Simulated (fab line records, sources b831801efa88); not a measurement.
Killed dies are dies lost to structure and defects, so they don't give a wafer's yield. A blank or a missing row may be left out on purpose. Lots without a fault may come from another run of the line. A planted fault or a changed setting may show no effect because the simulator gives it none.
Which tool did it? | flow gf180mcu | 24 lots, 72 wafers sampled, at 6 steps of a route of 602

WHAT THE GAUGES READ, wafer by wafer
GF_HV_LDD_CD_MEAS_31: target cd 400 nm. Usual: cd_nm 399.7 nm, standard deviation 2.
lot  | measured     | on        | cd_nm (nm)        | flag
L074 | day 11 15:25 | cd_sem-01 | 398.1 400.0 399.0 |
L075 | day 12 00:51 | cd_sem-02 | 400.9 400.9 402.4 |
L076 | day 12 04:55 | cd_sem-02 | 396.3 396.7 398.1 |
L077 | day 12 15:37 | cd_sem-01 | 400.7 401.3 401.9 |
L078 | day 12 21:14 | cd_sem-02 | 397.6 396.7 398.8 |
L079 | day 13 00:24 | cd_sem-01 | 395.5 397.0 397.6 |
L080 | day 13 10:26 | cd_sem-02 | 396.5 397.4 397.2 |
L081 | day 13 21:42 | cd_sem-01 | 402.8 404.0 403.4 |
L082 | day 14 01:08 | cd_sem-01 | 399.8 399.0 399.0 |
L083 | day 14 08:47 | cd_sem-02 | 398.9 399.1 401.3 |
L084 | day 14 23:17 | cd_sem-01 | 399.9 400.5 400.0 |
L085 | day 15 02:44 | cd_sem-02 | 402.7 402.3 401.0 |
L086 | day 15 12:19 | cd_sem-01 | 401.1 399.5 398.7 |
L087 | day 15 18:12 | cd_sem-02 | 402.8 403.0 401.6 |
L088 | day 16 03:31 | cd_sem-02 | 399.8 398.4 400.5 |
L089 | day 16 12:28 | cd_sem-01 | 400.1 398.6 400.4 |
L090 | day 16 23:10 | cd_sem-01 | 402.2 402.3 401.1 |
L092 | day 17 19:17 | cd_sem-01 | 400.0 399.0 398.9 |
L091 | day 17 20:15 | cd_sem-02 | 398.4 398.2 397.3 |
L093 | day 18 06:31 | cd_sem-01 | 399.4 398.1 398.1 |
L094 | day 18 10:16 | cd_sem-02 | 398.8 397.8 397.9 |
L095 | day 18 17:33 | cd_sem-01 | 399.4 398.5 398.7 |
L097 | day 19 04:28 | cd_sem-01 | 402.3 401.0 401.8 |
L096 | day 19 07:43 | cd_sem-01 | 399.2 399.8 399.9 |

GF_V1_CD_MEAS_14: target cd 260 nm. Usual: cd_nm 260.3 nm, standard deviation 1.4.
lot  | measured     | on        | cd_nm (nm)        | flag
L074 | day 18 05:54 | cd_sem-02 | 261.5 260.8 260.5 |
L075 | day 18 16:40 | cd_sem-01 | 259.9 260.4 261.1 |
L076 | day 18 21:55 | cd_sem-02 | 259.1 259.5 258.4 |
L077 | day 19 11:57 | cd_sem-01 | 258.0 258.6 258.0 |
L078 | day 19 17:08 | cd_sem-01 | 259.4 260.0 259.3 |
L079 | day 19 22:00 | cd_sem-02 | 259.6 260.8 260.3 |
L080 | day 20 09:30 | cd_sem-01 | 259.3 261.0 259.2 |
L081 | day 21 00:15 | cd_sem-02 | 260.4 261.2 259.8 |
L082 | day 21 02:47 | cd_sem-02 | 259.2 258.0 260.0 |
L083 | day 21 12:15 | cd_sem-01 | 258.7 258.3 257.9 |
L084 | day 22 03:46 | cd_sem-02 | 262.4 262.6 261.0 |
L085 | day 22 06:48 | cd_sem-01 | 259.4 260.0 258.9 |
L086 | day 22 17:28 | cd_sem-01 | 261.9 261.4 260.6 |
L087 | day 22 23:45 | cd_sem-02 | 261.1 260.8 261.9 |
L088 | day 23 10:03 | cd_sem-02 | 261.5 262.5 263.2 |
L089 | day 23 16:49 | cd_sem-02 | 261.7 261.1 260.8 |
L090 | day 24 04:43 | cd_sem-02 | 261.4 261.6 262.7 |
L092 | day 25 03:05 | cd_sem-02 | 258.3 257.7 257.3 |
L091 | day 25 02:54 | cd_sem-01 | 261.4 260.8 262.0 |
L093 | day 25 10:28 | cd_sem-01 | 260.7 260.2 259.6 |
L094 | day 25 13:08 | cd_sem-02 | 258.4 260.4 260.1 |
L095 | day 25 21:18 | cd_sem-01 | 259.0 259.9 260.5 |
L097 | day 26 05:58 | cd_sem-01 | 261.1 261.1 260.2 |
L096 | day 26 07:40 | cd_sem-02 | 259.4 259.5 259.2 |

GF_V2_THK_MEAS_03. Usual: V2_CVD_02_THK 849 nm, standard deviation 12.
lot  | measured     | on            | V2_CVD_02_THK (nm) | flag
L074 | day 19 08:35 | film_metro-03 | 830 853 856        |
L075 | day 19 19:59 | film_metro-01 | 831 857 853        |
L076 | day 20 00:58 | film_metro-02 | 834 849 846        |
L077 | day 20 14:36 | film_metro-02 | 863 834 849        |
L078 | day 20 19:50 | film_metro-02 | 840 842 851        |
L079 | day 21 00:53 | film_metro-01 | 843 860 853        |
L080 | day 21 11:41 | film_metro-01 | 849 832 849        |
L081 | day 22 02:13 | film_metro-02 | 841 856 867        |
L082 | day 22 05:18 | film_metro-03 | 841 843 864        |
L083 | day 22 13:56 | film_metro-01 | 840 853 882        |
L084 | day 23 05:22 | film_metro-03 | 840 853 857        |
L085 | day 23 08:51 | film_metro-02 | 860 850 861        |
L086 | day 23 18:49 | film_metro-02 | 822 845 855        |
L087 | day 24 01:02 | film_metro-01 | 849 842 848        |
L088 | day 24 10:03 | film_metro-03 | 845 841 860        |
L089 | day 24 16:52 | film_metro-02 | 857 857 869        |
L090 | day 25 05:34 | film_metro-01 | 860 852 868        |
L092 | day 26 02:57 | film_metro-01 | 832 832 864        |
L091 | day 26 02:24 | film_metro-02 | 842 843 818        |
L093 | day 26 10:41 | film_metro-03 | 824 836 839        |
L094 | day 26 13:42 | film_metro-03 | 832 855 857        |
L095 | day 26 20:46 | film_metro-03 | 826 825 835        |
L097 | day 27 05:07 | film_metro-01 | 839 862 864        |
L096 | day 27 07:01 | film_metro-01 | 848 862 844        |

WHICH TOOL RAN EACH LOT (tool, then ch and the chambers of the sampled wafers, then the start)
lot  | GF_SAB_STRIP_13                      | GF_M1_SPUTTER_01             | GF_M2_SPUTTER_03
L074 | plasma_asher-02 ch 0,1, day 15 05:55 | pvd_sputter-02, day 16 06:16 | pvd_sputter-01, day 18 07:40
L075 | plasma_asher-02 ch 0,1, day 15 15:45 | pvd_sputter-02, day 16 16:45 | pvd_sputter-02, day 18 18:26
L076 | plasma_asher-02 ch 0,1, day 15 20:36 | pvd_sputter-01, day 16 21:00 | pvd_sputter-01, day 18 23:40
L077 | plasma_asher-01 ch 0,1, day 16 10:18 | pvd_sputter-01, day 17 11:31 | pvd_sputter-02, day 19 13:40
L078 | plasma_asher-02 ch 0,1, day 16 14:12 | pvd_sputter-02, day 17 15:37 | pvd_sputter-02, day 19 18:49
L079 | plasma_asher-01 ch 0,1, day 16 18:50 | pvd_sputter-01, day 17 21:03 | pvd_sputter-02, day 19 23:46
L080 | plasma_asher-04 ch 0,1, day 17 05:02 | pvd_sputter-02, day 18 07:32 | pvd_sputter-04, day 20 11:10
L081 | plasma_asher-04 ch 0,1, day 17 19:43 | pvd_sputter-01, day 18 22:24 | pvd_sputter-01, day 21 01:55
L082 | plasma_asher-02 ch 0,1, day 17 21:43 | pvd_sputter-02, day 19 00:21 | pvd_sputter-01, day 21 04:27
L083 | plasma_asher-04 ch 0,1, day 18 07:27 | pvd_sputter-02, day 19 10:10 | pvd_sputter-01, day 21 13:56
L084 | plasma_asher-01 ch 0,1, day 18 23:01 | pvd_sputter-02, day 20 02:43 | pvd_sputter-04, day 22 05:26
L085 | plasma_asher-01 ch 0, day 19 03:36   | pvd_sputter-03, day 20 06:18 | pvd_sputter-02, day 22 08:34
L086 | plasma_asher-04 ch 0,1, day 19 13:52 | pvd_sputter-03, day 20 17:21 | pvd_sputter-02, day 22 19:07
L087 | plasma_asher-04 ch 0,1, day 19 20:17 | pvd_sputter-02, day 20 23:05 | pvd_sputter-02, day 23 01:25
L088 | plasma_asher-04 ch 0,1, day 20 07:07 | pvd_sputter-02, day 21 10:04 | pvd_sputter-04, day 23 11:43
L089 | plasma_asher-01 ch 0,1, day 20 15:56 | pvd_sputter-02, day 21 18:15 | pvd_sputter-02, day 23 18:28
L090 | plasma_asher-02 ch 0,1, day 21 03:38 | pvd_sputter-01, day 22 06:04 | pvd_sputter-04, day 24 06:22
L092 | plasma_asher-01 ch 0,1, day 22 03:41 | pvd_sputter-01, day 23 05:32 | pvd_sputter-02, day 25 04:47
L091 | plasma_asher-01 ch 0,1, day 22 03:23 | pvd_sputter-03, day 23 05:14 | pvd_sputter-04, day 25 04:36
L093 | plasma_asher-01 ch 0,1, day 22 12:02 | pvd_sputter-01, day 23 13:45 | pvd_sputter-02, day 25 12:14
L094 | plasma_asher-01 ch 0,1, day 22 14:45 | pvd_sputter-01, day 23 16:26 | pvd_sputter-01, day 25 14:55
L095 | plasma_asher-02 ch 0,1, day 22 22:05 | pvd_sputter-02, day 23 23:23 | pvd_sputter-01, day 25 22:58
L097 | plasma_asher-02 ch 0, day 23 08:26   | pvd_sputter-02, day 24 09:51 | pvd_sputter-02, day 26 07:44
L096 | plasma_asher-01 ch 0,1, day 23 10:44 | pvd_sputter-03, day 24 11:24 | pvd_sputter-01, day 26 09:31
- GF_SAB_STRIP_13: strips in O2/N2.
- GF_M1_SPUTTER_01: material TiN, target thk 30 nm, time 25 s.
- GF_M2_SPUTTER_03: material Ti, target thk 10 nm, time 6.7 s.

WHAT THE TOOLS THEMSELVES READ (means of the sampled wafers that have a number; where no wafer has one, the mark that the record gives instead)
GF_SAB_STRIP_13. Usual: drypump_motor_current_A 6.1 A, standard deviation 0.46; heater_power_w 349 W, standard deviation 58; oes_product_au 0.710 a.u., standard deviation 0.0043; strip_time_to_endpoint_s 12.60 s, standard deviation 0.034.
lot  | tool            | drypump_motor_current_A (A) | heater_power_w (W) | oes_product_au (a.u.) | strip_time_to_endpoint_s (s) | flag
L074 | plasma_asher-02 | 6.5                         | 324                | 0.712                 | 12.59                        |
L075 | plasma_asher-02 | 6.4                         | 330                | 0.712                 | 12.61                        |
L076 | plasma_asher-02 | 6.4                         | 349                | 0.715                 | 12.61                        |
L077 | plasma_asher-01 | 5.5                         | 403                | 0.714                 | 12.62                        |
L078 | plasma_asher-02 | 6.3                         | 349                | 0.712                 | 12.62                        |
L079 | plasma_asher-01 | 5.5                         | 403                | 0.711                 | 12.63                        |
L080 | plasma_asher-04 | 6.5                         | 319                | 0.711                 | 12.55                        |
L081 | plasma_asher-04 | 6.5                         | 318                | 0.710                 | 12.56                        |
L082 | plasma_asher-02 | 6.4                         | 329                | 0.710                 | 12.57                        |
L083 | plasma_asher-04 | 6.5                         | 318                | 0.709                 | 12.61                        |
L084 | plasma_asher-01 | 5.6                         | 353                | 0.709                 | 12.62                        |
L085 | plasma_asher-01 | 5.7                         | 308                | 0.707                 | 12.59                        |
L086 | plasma_asher-04 | 6.5                         | 320                | 0.713                 | 12.55                        |
L087 | plasma_asher-04 | 6.5                         | 314                | 0.707                 | 12.64                        |
L088 | plasma_asher-04 | 6.4                         | 308                | 0.709                 | 12.60                        |
L089 | plasma_asher-01 | 5.6                         | 355                | 0.707                 | 12.59                        |
L090 | plasma_asher-02 | 6.4                         | 348                | 0.709                 | 12.62                        |
L092 | plasma_asher-01 | 5.5                         | 414                | 0.703                 | 12.60                        |
L091 | plasma_asher-01 | 5.5                         | 409                | 0.709                 | 12.61                        |
L093 | plasma_asher-01 | 5.6                         | 356                | 0.711                 | 12.67                        |
L094 | plasma_asher-01 | 5.6                         | 355                | 0.709                 | 12.56                        |
L095 | plasma_asher-02 | 6.4                         | 347                | 0.706                 | 12.65                        |
L097 | plasma_asher-02 | 6.4                         | 333                | 0.708                 | 12.59                        |
L096 | plasma_asher-01 | 5.6                         | 356                | 0.712                 | 12.63                        |

GF_M1_SPUTTER_01. Usual: throttle_valve_pct 30.1 %, standard deviation 0.94.
lot  | tool           | throttle_valve_pct (%) | flag
L074 | pvd_sputter-02 | 30.3                   |
L075 | pvd_sputter-02 | 30.8                   |
L076 | pvd_sputter-01 | 30.2                   |
L077 | pvd_sputter-01 | 30.8                   |
L078 | pvd_sputter-02 | 29.6                   |
L079 | pvd_sputter-01 | 30.8                   |
L080 | pvd_sputter-02 | 30.3                   |
L081 | pvd_sputter-01 | 30.7                   |
L082 | pvd_sputter-02 | 30.6                   |
L083 | pvd_sputter-02 | 29.8                   |
L084 | pvd_sputter-02 | 30.6                   |
L085 | pvd_sputter-03 | 28.4                   |
L086 | pvd_sputter-03 | 29.7                   |
L087 | pvd_sputter-02 | 30.2                   |
L088 | pvd_sputter-02 | 29.9                   |
L089 | pvd_sputter-02 | 30.4                   |
L090 | pvd_sputter-01 | 30.2                   |
L092 | pvd_sputter-01 | 30.5                   |
L091 | pvd_sputter-03 | 29.7                   |
L093 | pvd_sputter-01 | 30.7                   |
L094 | pvd_sputter-01 | 30.9                   |
L095 | pvd_sputter-02 | 30.2                   |
L097 | pvd_sputter-02 | 29.9                   |
L096 | pvd_sputter-03 | 28.6                   |

GF_M2_SPUTTER_03. Usual: throttle_valve_pct 30.5 %, standard deviation 0.99.
lot  | tool           | throttle_valve_pct (%) | flag
L074 | pvd_sputter-01 | 31.6                   |
L075 | pvd_sputter-02 | 30.3                   |
L076 | pvd_sputter-01 | 30.5                   |
L077 | pvd_sputter-02 | 30.2                   |
L078 | pvd_sputter-02 | 30.4                   |
L079 | pvd_sputter-02 | 30.1                   |
L080 | pvd_sputter-04 | 31.5                   |
L081 | pvd_sputter-01 | 30.5                   |
L082 | pvd_sputter-01 | 29.5                   |
L083 | pvd_sputter-01 | 30.1                   |
L084 | pvd_sputter-04 | 31.3                   |
L085 | pvd_sputter-02 | 30.2                   |
L086 | pvd_sputter-02 | 29.9                   |
L087 | pvd_sputter-02 | 30.3                   |
L088 | pvd_sputter-04 | 31.4                   |
L089 | pvd_sputter-02 | 30.5                   |
L090 | pvd_sputter-04 | 30.5                   |
L092 | pvd_sputter-02 | 29.8                   |
L091 | pvd_sputter-04 | 30.4                   |
L093 | pvd_sputter-02 | 30.1                   |
L094 | pvd_sputter-01 | 30.9                   |
L095 | pvd_sputter-01 | 30.0                   |
L097 | pvd_sputter-02 | 29.8                   |
L096 | pvd_sputter-01 | 29.5                   |

THE ANSWER, worked out from the rows above alone
Rule: a lot is off if the mean of its wafers that have a number lies more than 3 standard deviations from the usual mean. A lot without any number at a reading at which 4 lots or more have one is off too. The other lots that the step has rows for count as sound. The gauges are gone through in route order, then the tools' own readings, and for those a lot's mean is taken as printed above. The first step at which some lot is off is used, and at that step the reading that is off furthest; a lot without a number counts as furthest.
No lot is off at any reading shown: from this, nothing can be told.

WHAT THE SIMULATOR HAD PUT IN
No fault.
